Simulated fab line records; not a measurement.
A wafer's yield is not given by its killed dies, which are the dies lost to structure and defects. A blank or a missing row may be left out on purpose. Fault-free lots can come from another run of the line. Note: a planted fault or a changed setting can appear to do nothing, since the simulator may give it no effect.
Problem report in the 8D (eight disciplines) form, filled by code | flow sky130 | the parts of the form that need people (team, actions taken, sign-off) are left out

== 1. WHAT IS WRONG ==
cathodeDcPowerW at SKY_VIA4_SPUTTER_17 reads a mean of 3540.6 W on 9 wafers of 3 lots; wafers without a fault read 4000.0 W with a standard deviation of 0.77. So: -99 or more standard deviations from the usual mean.
The step: material TiN, target thk 20 nm, time 80 s.
First observed at day 47 03:19: wafer L103.1, on pvdSputter-03. At this step, 33 wafers from 11 lots have a number in the record. Rule for "out", or "out of limits": more than 4 standard deviations from the usual mean. All remaining wafers that have a number are taken as sound.

== 2. WHAT IT IS; WHAT IT IS NOT ==
question                    | is                     | is not
which readings at this step | cathodeDcPowerW        | throttleValvePct
which lots                  | L103, L105, L107       | L102, L108, L111, L988, L990, L993, L994, L996
which wafers of those lots  | all that have a number | -
read on which tools         | pvdSputter-03          | pvdSputter-01, pvdSputter-02
when                        | from day 47 03:19      | up to then (15 sound wafers); but 9 sound wafers of L102, L108, L111 came after

== 3. THE SUSPECTS, EACH WITH WHAT RULES IT OUT ==
Counting: a tool at any process step up to the reading remains a suspect when it ran all the lots that are out and ran no sound lot after the first of those.
- pvdSputter-03 at SKY_VIA4_SPUTTER_17 (material TiN, target thk 20 nm, time 80 s): kept. It ran every lot that is out, first L103 (day 47 03:19), and no sound lot after that; its last sound lot up to then is L993 (day 44 14:04). On those wafers its own readings are out: cathodeDcPowerW.
After counting, what remains is pvdSputter-03 at SKY_VIA4_SPUTTER_17.

== 4. THE CAUSE (what the simulator had put in) ==
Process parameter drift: pvdSputter-03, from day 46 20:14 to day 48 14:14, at SKY_VIA4_SPUTTER_17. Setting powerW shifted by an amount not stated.
The count eliminated every tool but this one.

== 5. THE EFFECT CHAIN, in route order ==
One row per reading whose mean, taken over the struck wafers that have a number, lies over 3 standard deviations from the usual. Only readings whose record carries a usual standard deviation are examined. hours: median over the lots of the time between each lot's start at the first step of this table that gives one and its start at this step. sigmas: the change, counted in usual standard deviations.
hours | step                | reading         | usual    | on struck wafers | change | sigmas
0     | SKY_VIA4_SPUTTER_17 | cathodeDcPowerW | 4000.0 W | 3540.6           | -459.4 | -99 or more
Process steps it contains:
- SKY_VIA4_SPUTTER_17: material TiN, target thk 20 nm, time 80 s.

== 6. HOW IT WOULD HAVE BEEN CAUGHT EARLIER ==
In this record the first reading out of limits was taken at day 47 03:19, 7 hours after the fault began at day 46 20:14.
